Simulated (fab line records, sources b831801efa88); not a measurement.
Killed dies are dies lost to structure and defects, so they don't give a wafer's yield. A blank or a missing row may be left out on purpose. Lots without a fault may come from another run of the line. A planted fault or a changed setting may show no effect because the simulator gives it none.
Chamber matching | flow gf180mcu | GF_V5_CVD_02 on pecvd-01: 3 sister chambers
The step deposits SiO2 from TEOS, target thk 1450 nm, time 163.28 s. 3 wafers are shown with their chamber, then 12 later ones without.

WAFERS WITH THEIR CHAMBER
wafer  | chamber | heater_power_w (W)
L087.4 | 1       | 766
L087.5 | 2       | 694
L087.6 | 0       | 705

WAFERS WITHOUT THEIR CHAMBER
wafer  | heater_power_w (W)
L091.1 | 728
L091.5 | 608
L091.6 | 555
L094.1 | 915
L094.2 | 725
L094.3 | 672
L095.1 | 685
L095.2 | 866
L095.3 | 745
L095.4 | 726
L095.5 | 767
L095.6 | 582

WHICH CHAMBER EACH WENT THROUGH
wafer  | from the rows above          | in truth
L091.1 | can't be placed: 0 or 2 or 1 | 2
L091.5 | can't be placed: 2 or 0 or 1 | 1
L091.6 | can't be placed: 2 or 0 or 1 | 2
L094.1 | can't be placed: 1 or 0 or 2 | 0
L094.2 | can't be placed: 0 or 2 or 1 | 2
L094.3 | can't be placed: 2 or 0 or 1 | 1
L095.1 | can't be placed: 2 or 0 or 1 | 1
L095.2 | can't be placed: 1 or 0 or 2 | 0
L095.3 | can't be placed: 1 or 0 or 2 | 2
L095.4 | can't be placed: 0 or 2 or 1 | 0
L095.5 | can't be placed: 1 or 0 or 2 | 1
L095.6 | can't be placed: 2 or 0 or 1 | 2
Placed correctly: 0 of 12. Can't be placed from these rows: 12 (the true chamber is among the candidates in 12). Placed wrongly: 0.
How it was worked out, from the rows above alone: a wafer's distance from a chamber is the root of the sum, over the readings, of the square of ((its reading less the chamber's mean) divided by the reading's scatter). The wafer belongs to the nearest chamber; if the next one is less than 2 further off, it can't be placed. A chamber's mean is the mean of its shown wafers. The scatter: with one shown wafer a chamber, the root of the mean of the squares of how far each hidden wafer lies from its nearest shown one.
